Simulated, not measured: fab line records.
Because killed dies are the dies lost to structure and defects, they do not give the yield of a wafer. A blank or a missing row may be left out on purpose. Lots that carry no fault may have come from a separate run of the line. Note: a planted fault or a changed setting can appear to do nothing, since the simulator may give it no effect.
Comparing a struck lot with a sound one -- flow sky130 -- 32 out of 708 route steps
Sound: the wafers L836.1, L836.4, L836.6. Struck: wafer L844.2. (L844.1, L844.6 of the same lot were not struck and are left out.) The cause comes at the end.
For every step that has rows: the tool of each side, followed by ch and its chambers, followed by its first start. Under that, the readings that differ: sound wafers -- struck wafers -- difference of the means -- sigmas: that difference in standard deviations of wafers without a fault.
alike: a reading whose means differ by less than 2 such deviations, as well as words and numbers matching on both sides. not compared: withheld readings; readings where some wafer has no value; bounds like >300 that might hide an equal value; numbers whose values overlap and for which the record gives no deviation.
A row with sigmas, a row that says differs or no value, or rows on one side alone: a step with any of these is where the two part. When numbers do not overlap yet have no deviation, they are printed without sigmas and do not part them. A reading missing from all wafers of one side parts the sides only when that side holds two or more wafers.

first, 4 steps without rows for these wafers: SKY_LOCAL_INTERCONNECT_SOFTBAKE_07 (time 90 s); SKY_LOCAL_INTERCONNECT_EXPOSE_08 (exposes mask LI1M, target cd 170 nm); SKY_LOCAL_INTERCONNECT_PEB_09; SKY_LOCAL_INTERCONNECT_DEVELOP_10 (develop time 60 s).
SKY_LOCAL_INTERCONNECT_CD_MEAS_11: the cd target is 170 nm.
  struck on cd sem-02, day 35 01:35; sound on cd sem-01, day 33 01:13
  alike: cd nm
SKY_LOCAL_INTERCONNECT_OVL_MEAS_12:
  struck on overlay-02, day 35 01:42; sound on overlay-02, day 33 01:20
reading,sound,struck,difference,sigmas
LOCAL_INTERCONNECT_OVL (nm),-1 -2 -5,12,+15,+3
SKY_LOCAL_INTERCONNECT_ETCH_13: etches BARC in N2/H2, stops on SiO2, time 45.9 s, target depth 60 nm.
  sound on rie metal-02 ch 0,1, day 33 01:22; struck on rie metal-01 ch 0, day 35 01:44
reading,sound,struck,difference,sigmas
oes product au (a.u.),0.855 0.856 0.861,0.846,-0.011,-2
throttle valve pct (%),13.208 13.209 13.225,13.237,+0.023,+2
  alike: drypump motor current A
  not compared: rf hours counter h
then, 1 step without rows for these wafers: SKY_LOCAL_INTERCONNECT_METAL_ETCH_14 (etches TiN in Cl2/BCl3, stops on PSG, target depth 110 nm, time 31.4 s).
SKY_LOCAL_INTERCONNECT_STRIP_15: strips in O2/N2.
  sound on plasma asher-03 ch 1, day 33 01:29; struck on plasma asher-01 ch 0, day 35 01:51
reading,sound,struck,difference,sigmas
oes product au (a.u.),0.434 0.429 0.427,0.419,-0.011,-3
strip time to endpoint s (s),4.750 4.737 4.710,4.669,-0.063,-3
  alike: drypump motor current A
  not compared: rf hours counter h
then, 3 steps without rows for these wafers: SKY_LOCAL_INTERCONNECT_STRIP_16 (strips in post etch residue remover, time 1200 s); SKY_LOCAL_INTERCONNECT_CLEAN_17 (cleans in IPA, time 180 s); SKY_LOCAL_INTERCONNECT_CLEAN_18 (cleans in O3/DIW).
SKY_CONTACT_CVD_00: deposits Si3N4, target thk 75 nm.
  sound on pecvd-01 ch 1,2, day 33 02:26; struck on pecvd-04 ch 0, day 35 02:26
reading,sound,struck,difference,sigmas
model.Si3N4_of_CONTACT_CVD_00.thk nm (nm),74.97 74.58 74.79,120.1,+45.3,
  alike: heater power w
SKY_CONTACT_THK_MEAS_01:
  struck on film metro-01, day 35 02:42; sound on film metro-02, day 33 02:29
reading,sound,struck,difference,sigmas
CONTACT_CVD_00_THK (nm),75.0 74.6 74.8,120.1,+45.3,+41
  not compared: hold
SKY_CONTACT_THK_MEAS_03:
  struck on film metro-02, day 35 09:28; sound on film metro-01, day 33 02:37
  alike: CONTACT_HDPCVD_THK
SKY_CONTACT_CMP_04: polishes SiO2.
  sound on cmp-02 ch 0,1,3, day 33 02:40; struck on cmp-01 ch 1, day 35 09:34
  alike: motor current A
SKY_CONTACT_BOW_MEAS_05:
  struck on film metro-03, day 35 09:49; sound on film metro-02, day 33 02:58
  alike: CONTACT_BOW
then, 8 steps without rows for these wafers: SKY_CONTACT_DEHYDRATE_06 (time 60 s); SKY_CONTACT_HMDS_07 (prime time 60 s); SKY_CONTACT_COAT_08 (resist thk 60 nm); SKY_CONTACT_COAT_09 (resist thk 450 nm); SKY_CONTACT_SOFTBAKE_10 (time 90 s); SKY_CONTACT_EXPOSE_11 (exposes mask CTM1, target cd 170 nm); SKY_CONTACT_PEB_12; SKY_CONTACT_DEVELOP_13 (develop time 60 s).
SKY_CONTACT_CD_MEAS_14: the cd target is 170 nm.
  struck on cd sem-02, day 36 05:13; sound on cd sem-02, day 34 06:11
  alike: cd nm
SKY_CONTACT_OVL_MEAS_15:
  struck on overlay-01, day 36 05:20; sound on overlay-02, day 34 06:19
reading,sound,struck,difference,sigmas
CONTACT_OVL (nm),1 -3 0,11,+12,+2
SKY_CONTACT_ETCH_16: etches BARC in N2/H2, stops on SiO2, time 45.9 s, target depth 60 nm.
  sound on rie diel-03 ch 1,2,3, day 34 06:20; struck on rie diel-03 ch 3, day 36 05:22
  alike: drypump motor current A, oes product au, throttle valve pct
  not compared: rf hours counter h
then, 1 step without rows for these wafers: SKY_CONTACT_ETCH_17 (etches SiO2 in C4F8/O2/Ar, stops on Si3N4, target depth 340 nm).
SKY_CONTACT_ETCH_18: etches Si3N4 in CHF3/O2, stops on TiN, time 39 s, target depth 75 nm.
  sound on rie diel-03 ch 1,2,3; struck on rie diel-03 ch 3
reading,sound,struck,difference,sigmas
oes product au (a.u.),0.858 0.843 0.851,0.977,+0.126,+16
model.etch.depth nm (nm),74.97 74.58 74.79,95.26,+20.48,
  alike: chf3 flow sccm, drypump motor current A, throttle valve pct
  not compared: rf hours counter h
SKY_CONTACT_STRIP_19: strips in O2/N2.
  sound on plasma asher-01 ch 0,1, day 34 06:29; struck on plasma asher-04 ch 0, day 36 05:30
  alike: drypump motor current A, oes product au, strip time to endpoint s
  not compared: rf hours counter h
-- the record jumps here: 13 days lie between the struck wafers' starts before and after (it left off in module CONTACT and takes up again in module PAD_OPEN, whose first step shown is number 708 of the route) --
SKY_PAD_OPEN_PROBE_99:
  struck on prober-01, day 49 05:02; sound on prober-01, day 47 19:56
reading,sound,struck,difference,sigmas
hold,- - -,await dispo/2.4h/release,no value on the sound wafers,
killed at contacts,18 31 21,426,+403,+79
killed dies,76 98 75,492,+409,+49
killed on rim,15 19 14,96,+80,+22
  alike: killed_at_M0_to_M3, killed_at_M4_up, killed at front end, killed at other, killed open, killed short

== WHERE THEY PART ==
Earliest at SKY_LOCAL_INTERCONNECT_OVL_MEAS_12; latest, in this record, at SKY_PAD_OPEN_PROBE_99.

WHY: what had been put in by the simulator
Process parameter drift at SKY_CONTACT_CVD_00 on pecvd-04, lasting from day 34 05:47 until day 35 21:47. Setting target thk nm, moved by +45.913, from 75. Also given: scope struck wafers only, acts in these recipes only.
